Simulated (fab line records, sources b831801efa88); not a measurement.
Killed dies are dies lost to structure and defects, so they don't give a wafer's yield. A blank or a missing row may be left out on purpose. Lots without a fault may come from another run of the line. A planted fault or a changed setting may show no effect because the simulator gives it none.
Which tool did it? | flow sky130 | 6 lots, 18 wafers sampled, at 2 steps of a route of 708

WHAT THE GAUGES READ, wafer by wafer
SKY_LDD_HVP_OVL_MEAS_07.
lot  | measured     | on         | LDD_HVP_OVL (nm)
L541 | day 22 18:02 | overlay-02 | 0.6 0.2 -1.4
L547 | day 24 22:31 | overlay-01 | 0.7 0.8 1.2
L549 | day 25 01:22 | overlay-02 | 1.6 0.5 -0.1
L552 | day 25 16:13 | overlay-02 | 1.4 2.2 1.4
L558 | day 27 18:55 | overlay-02 | 1.0 -0.8 0.3
L563 | day 29 13:25 | overlay-02 | 2.2 2.7 1.9

WHICH TOOL RAN EACH LOT (tool, then ch and the chambers of the sampled wafers, then the start)
lot  | SKY_VT_ADJUST_NCORE_STRIP_10
L541 | plasma_asher-02 ch 0,1, day 9 11:29
L547 | plasma_asher-02 ch 0,1, day 10 05:58
L549 | plasma_asher-04 ch 0,1, day 11 01:08
L552 | plasma_asher-01 ch 0,1, day 11 21:56
L558 | plasma_asher-01 ch 0,1, day 13 19:38
L563 | plasma_asher-04 ch 1, day 15 05:02
- SKY_VT_ADJUST_NCORE_STRIP_10: strips in O2/N2.

THE ANSWER, worked out from the rows above alone
Rule: what is usual is taken from the lots themselves. Put in order of their means at a reading, lots are off if they are a third of the lots or fewer, leave a main group of 4 or more, and stand apart from it by a gap of 3 or more times the standard deviation of the main group's means; of several such gaps the widest counts. A main group whose means are all the same, to the digits that the tables above print for the reading, isn't used. A lot without any number at a reading at which 4 lots or more have one is off too. The other lots that the step has rows for count as sound.
No lot is off at any reading shown: from this, nothing can be told.

WHAT THE SIMULATOR HAD PUT IN
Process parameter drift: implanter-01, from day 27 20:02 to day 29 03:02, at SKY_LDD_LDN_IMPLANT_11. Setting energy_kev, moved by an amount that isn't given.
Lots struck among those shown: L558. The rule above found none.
